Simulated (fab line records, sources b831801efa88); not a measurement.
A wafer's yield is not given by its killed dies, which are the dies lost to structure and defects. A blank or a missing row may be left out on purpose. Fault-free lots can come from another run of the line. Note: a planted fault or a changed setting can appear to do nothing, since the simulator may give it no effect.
Which tool is to blame? || flow gf180mcu || 36 wafers from 12 lots sampled at 5 of the route's 602 steps

WHAT THE GAUGES SHOWED, per wafer
GF_V2_THK_MEAS_01. Usual: V2_CVD_00_THK typically reads 600 nm, with standard deviation 5.7.
{"lot": "L107", "measured": "day 19 05:40", "on": "film-metro-04", "V2_CVD_00_THK (nm)": "603 610 605", "flag": ""}
{"lot": "L108", "measured": "day 19 22:51", "on": "film-metro-04", "V2_CVD_00_THK (nm)": "593 591 604", "flag": ""}
{"lot": "L110", "measured": "day 20 15:52", "on": "film-metro-01", "V2_CVD_00_THK (nm)": "607 600 596", "flag": ""}
{"lot": "L113", "measured": "day 21 22:04", "on": "film-metro-01", "V2_CVD_00_THK (nm)": "593 596 598", "flag": ""}
{"lot": "L120", "measured": "day 24 00:01", "on": "film-metro-04", "V2_CVD_00_THK (nm)": "598 587 593", "flag": ""}
{"lot": "L121", "measured": "day 24 11:25", "on": "film-metro-01", "V2_CVD_00_THK (nm)": "603 594 600", "flag": ""}
{"lot": "L124", "measured": "day 25 09:16", "on": "film-metro-03", "V2_CVD_00_THK (nm)": "595 599 599", "flag": ""}
{"lot": "L125", "measured": "day 25 11:12", "on": "film-metro-01", "V2_CVD_00_THK (nm)": "603 599 602", "flag": ""}
{"lot": "L126", "measured": "day 25 18:15", "on": "film-metro-04", "V2_CVD_00_THK (nm)": "604 597 603", "flag": ""}
{"lot": "L128", "measured": "day 26 11:20", "on": "film-metro-03", "V2_CVD_00_THK (nm)": "582 592 601", "flag": ""}
{"lot": "L129", "measured": "day 26 18:01", "on": "film-metro-04", "V2_CVD_00_THK (nm)": "601 593 597", "flag": ""}
{"lot": "L130", "measured": "day 27 03:52", "on": "film-metro-03", "V2_CVD_00_THK (nm)": "611 602 608", "flag": ""}

GF_V3_THK_MEAS_01. Usual: V3_CVD_00_THK typically reads 601 nm, with standard deviation 6.7.
{"lot": "L107", "measured": "day 21 09:23", "on": "film-metro-03", "V3_CVD_00_THK (nm)": "605 607 595", "flag": ""}
{"lot": "L108", "measured": "day 22 01:13", "on": "film-metro-03", "V3_CVD_00_THK (nm)": "596 610 602", "flag": ""}
{"lot": "L110", "measured": "day 22 17:58", "on": "film-metro-02", "V3_CVD_00_THK (nm)": "593 592 604", "flag": ""}
{"lot": "L113", "measured": "day 23 22:25", "on": "film-metro-04", "V3_CVD_00_THK (nm)": "611 304 303", "flag": "OFF"}
{"lot": "L120", "measured": "day 25 22:18", "on": "film-metro-03", "V3_CVD_00_THK (nm)": "599 592 604", "flag": ""}
{"lot": "L121", "measured": "day 26 09:52", "on": "film-metro-02", "V3_CVD_00_THK (nm)": "599 597 606", "flag": ""}
{"lot": "L124", "measured": "day 27 05:44", "on": "film-metro-02", "V3_CVD_00_THK (nm)": "617 608 598", "flag": ""}
{"lot": "L125", "measured": "day 27 07:52", "on": "film-metro-04", "V3_CVD_00_THK (nm)": "601 609 605", "flag": ""}
{"lot": "L126", "measured": "day 27 14:17", "on": "film-metro-04", "V3_CVD_00_THK (nm)": "602 600 590", "flag": ""}
{"lot": "L128", "measured": "day 28 06:49", "on": "film-metro-03", "V3_CVD_00_THK (nm)": "587 601 609", "flag": ""}
{"lot": "L129", "measured": "day 28 12:34", "on": "film-metro-03", "V3_CVD_00_THK (nm)": "613 610 601", "flag": ""}
{"lot": "L130", "measured": "day 28 21:29", "on": "film-metro-02", "V3_CVD_00_THK (nm)": "600 590 597", "flag": ""}

GF_V3_OVL_MEAS_15. Usual: V3_OVL typically reads -3 nm, with standard deviation 5.9.
{"lot": "L107", "measured": "day 22 09:29", "on": "overlay-01", "V3_OVL (nm)": "-9 -8 -5", "flag": ""}
{"lot": "L108", "measured": "day 23 00:17", "on": "overlay-02", "V3_OVL (nm)": "2 1 -6", "flag": ""}
{"lot": "L110", "measured": "day 23 17:24", "on": "overlay-01", "V3_OVL (nm)": "-11 -3 -16", "flag": ""}
{"lot": "L113", "measured": "day 24 20:29", "on": "overlay-02", "V3_OVL (nm)": "1 -5 -6", "flag": ""}
{"lot": "L120", "measured": "day 26 19:58", "on": "overlay-01", "V3_OVL (nm)": "0 3 5", "flag": ""}
{"lot": "L121", "measured": "day 27 06:26", "on": "overlay-01", "V3_OVL (nm)": "-3 -8 -4", "flag": ""}
{"lot": "L124", "measured": "day 28 02:22", "on": "overlay-01", "V3_OVL (nm)": "1 -2 5", "flag": ""}
{"lot": "L125", "measured": "day 28 04:18", "on": "overlay-02", "V3_OVL (nm)": "-7 -10 0", "flag": ""}
{"lot": "L126", "measured": "day 28 10:50", "on": "overlay-02", "V3_OVL (nm)": "-6 -1 -5", "flag": ""}
{"lot": "L128", "measured": "day 29 03:30", "on": "overlay-01", "V3_OVL (nm)": "6 0 3", "flag": ""}
{"lot": "L129", "measured": "day 29 08:38", "on": "overlay-01", "V3_OVL (nm)": "-5 -3 -2", "flag": ""}
{"lot": "L130", "measured": "day 29 17:18", "on": "overlay-02", "V3_OVL (nm)": "-11 -10 -5", "flag": ""}

TOOL THAT RAN EACH LOT (tool first, then ch and the chambers of the sampled wafers, then the start)
{"lot": "L107", "GF_V2_CMP_26": "cmp-02 ch 1,3, day 20 07:43", "GF_V3_CVD_00": "hdpcvd-01 ch 0,1,2, day 21 09:18"}
{"lot": "L108", "GF_V2_CMP_26": "cmp-02 ch 2,3, day 21 00:35", "GF_V3_CVD_00": "hdpcvd-02 ch 0,1,2, day 22 01:08"}
{"lot": "L110", "GF_V2_CMP_26": "cmp-01 ch 1,2,3, day 21 17:15", "GF_V3_CVD_00": "hdpcvd-02 ch 0,1,2, day 22 17:53"}
{"lot": "L113", "GF_V2_CMP_26": "cmp-02 ch 0,1,2, day 22 22:13", "GF_V3_CVD_00": "hdpcvd-01 ch 0,1, day 23 22:21"}
{"lot": "L120", "GF_V2_CMP_26": "cmp-02 ch 1,3, day 24 23:24", "GF_V3_CVD_00": "hdpcvd-02 ch 0,2, day 25 22:13"}
{"lot": "L121", "GF_V2_CMP_26": "cmp-02 ch 0,1,3, day 25 11:02", "GF_V3_CVD_00": "hdpcvd-02 ch 0,1,2, day 26 09:46"}
{"lot": "L124", "GF_V2_CMP_26": "cmp-01 ch 1,2,3, day 26 07:24", "GF_V3_CVD_00": "hdpcvd-02 ch 0,1,2, day 27 05:40"}
{"lot": "L125", "GF_V2_CMP_26": "cmp-01 ch 0,1,2, day 26 10:23", "GF_V3_CVD_00": "hdpcvd-02 ch 0,1,2, day 27 07:47"}
{"lot": "L126", "GF_V2_CMP_26": "cmp-02 ch 1,2, day 26 17:08", "GF_V3_CVD_00": "hdpcvd-01 ch 0,1,2, day 27 14:13"}
{"lot": "L128", "GF_V2_CMP_26": "cmp-01 ch 1,2,3, day 27 10:26", "GF_V3_CVD_00": "hdpcvd-01 ch 0,1,2, day 28 06:44"}
{"lot": "L129", "GF_V2_CMP_26": "cmp-01 ch 1,2, day 27 16:04", "GF_V3_CVD_00": "hdpcvd-02 ch 0,1,2, day 28 12:29"}
{"lot": "L130", "GF_V2_CMP_26": "cmp-02 ch 0,1,3, day 28 00:45", "GF_V3_CVD_00": "hdpcvd-02 ch 0,1,2, day 28 21:25"}
- GF_V2_CMP_26: polishes, stops on SiO2, t overpolish 15 s, target thk 0 nm.
- GF_V3_CVD_00: deposits SiO2, target thk 600 nm, time 100 s.

AS READ BY THE TOOLS THEMSELVES (means over the sampled wafers that have a number; for cases with no such wafer, the mark the record gives instead)
GF_V2_CMP_26. Usual: motor-current-A 11.5 A, standard deviation 0.79; overpolish-run-s 15.000 s, standard deviation 0.0095; slurry-flow-ml-min 150.0, standard deviation 0.5; time-to-endpoint-s 86 s, standard deviation 3.5.
{"lot": "L107", "tool": "cmp-02", "motor-current-A (A)": 12.0, "overpolish-run-s (s)": 15.003, "slurry-flow-ml-min": 150.2, "time-to-endpoint-s (s)": 89, "flag": ""}
{"lot": "L108", "tool": "cmp-02", "motor-current-A (A)": 12.3, "overpolish-run-s (s)": 14.998, "slurry-flow-ml-min": 150.0, "time-to-endpoint-s (s)": 87, "flag": ""}
{"lot": "L110", "tool": "cmp-01", "motor-current-A (A)": 10.9, "overpolish-run-s (s)": 15.004, "slurry-flow-ml-min": 149.7, "time-to-endpoint-s (s)": 84, "flag": ""}
{"lot": "L113", "tool": "cmp-02", "motor-current-A (A)": 11.9, "overpolish-run-s (s)": 15.002, "slurry-flow-ml-min": 150.2, "time-to-endpoint-s (s)": 86, "flag": ""}
{"lot": "L120", "tool": "cmp-02", "motor-current-A (A)": 11.9, "overpolish-run-s (s)": 14.992, "slurry-flow-ml-min": 150.2, "time-to-endpoint-s (s)": 88, "flag": ""}
{"lot": "L121", "tool": "cmp-02", "motor-current-A (A)": 11.7, "overpolish-run-s (s)": 15.000, "slurry-flow-ml-min": 150.0, "time-to-endpoint-s (s)": 81, "flag": ""}
{"lot": "L124", "tool": "cmp-01", "motor-current-A (A)": 11.1, "overpolish-run-s (s)": 14.998, "slurry-flow-ml-min": 150.1, "time-to-endpoint-s (s)": 81, "flag": ""}
{"lot": "L125", "tool": "cmp-01", "motor-current-A (A)": 11.1, "overpolish-run-s (s)": 15.000, "slurry-flow-ml-min": 150.3, "time-to-endpoint-s (s)": 83, "flag": ""}
{"lot": "L126", "tool": "cmp-02", "motor-current-A (A)": 12.2, "overpolish-run-s (s)": 14.995, "slurry-flow-ml-min": 149.8, "time-to-endpoint-s (s)": 91, "flag": ""}
{"lot": "L128", "tool": "cmp-01", "motor-current-A (A)": 11.2, "overpolish-run-s (s)": 15.008, "slurry-flow-ml-min": 149.9, "time-to-endpoint-s (s)": 83, "flag": ""}
{"lot": "L129", "tool": "cmp-01", "motor-current-A (A)": 11.3, "overpolish-run-s (s)": 15.006, "slurry-flow-ml-min": 150.1, "time-to-endpoint-s (s)": 86, "flag": ""}
{"lot": "L130", "tool": "cmp-02", "motor-current-A (A)": 11.8, "overpolish-run-s (s)": 15.001, "slurry-flow-ml-min": 150.1, "time-to-endpoint-s (s)": 87, "flag": ""}

GF_V3_CVD_00. Usual: sih4-flow-sccm at 60.03 sccm, with a standard deviation of 0.18.
{"lot": "L107", "tool": "hdpcvd-01", "sih4-flow-sccm (sccm)": 59.90, "flag": ""}
{"lot": "L108", "tool": "hdpcvd-02", "sih4-flow-sccm (sccm)": 60.11, "flag": ""}
{"lot": "L110", "tool": "hdpcvd-02", "sih4-flow-sccm (sccm)": 59.95, "flag": ""}
{"lot": "L113", "tool": "hdpcvd-01", "sih4-flow-sccm (sccm)": 40.27, "flag": "OFF"}
{"lot": "L120", "tool": "hdpcvd-02", "sih4-flow-sccm (sccm)": 60.15, "flag": ""}
{"lot": "L121", "tool": "hdpcvd-02", "sih4-flow-sccm (sccm)": 60.10, "flag": ""}
{"lot": "L124", "tool": "hdpcvd-02", "sih4-flow-sccm (sccm)": 60.13, "flag": ""}
{"lot": "L125", "tool": "hdpcvd-02", "sih4-flow-sccm (sccm)": 59.96, "flag": ""}
{"lot": "L126", "tool": "hdpcvd-01", "sih4-flow-sccm (sccm)": 60.05, "flag": ""}
{"lot": "L128", "tool": "hdpcvd-01", "sih4-flow-sccm (sccm)": 60.01, "flag": ""}
{"lot": "L129", "tool": "hdpcvd-02", "sih4-flow-sccm (sccm)": 59.94, "flag": ""}
{"lot": "L130", "tool": "hdpcvd-02", "sih4-flow-sccm (sccm)": 60.17, "flag": ""}

THE ANSWER, worked out from the rows above alone
Rule: lot off if the mean of its wafers having a number is beyond 3 standard deviations from the usual mean. A lot without any number at a reading at which 4 lots or more have one is off too. The other lots that the step has rows for count as sound. First the gauges in route order, then the tools' own readings, where a lot's mean is used as printed above. The first step at which some lot is off is used, and at that step the reading that is off furthest; a lot without a number counts as furthest.
Off: L113, at GF_V3_THK_MEAS_01 (V3_CVD_00_THK).
If a tool, at a process step before that reading, ran all the lots that are off and no sound lot after the first of them, it fits. Not tried: the gauges at GF_V3_THK_MEAS_01; whatever is off there is also off at GF_V3_CVD_00, on other tools, and gauge error can't account for it. None of those tried fits.

WHAT THE SIMULATOR PUT IN
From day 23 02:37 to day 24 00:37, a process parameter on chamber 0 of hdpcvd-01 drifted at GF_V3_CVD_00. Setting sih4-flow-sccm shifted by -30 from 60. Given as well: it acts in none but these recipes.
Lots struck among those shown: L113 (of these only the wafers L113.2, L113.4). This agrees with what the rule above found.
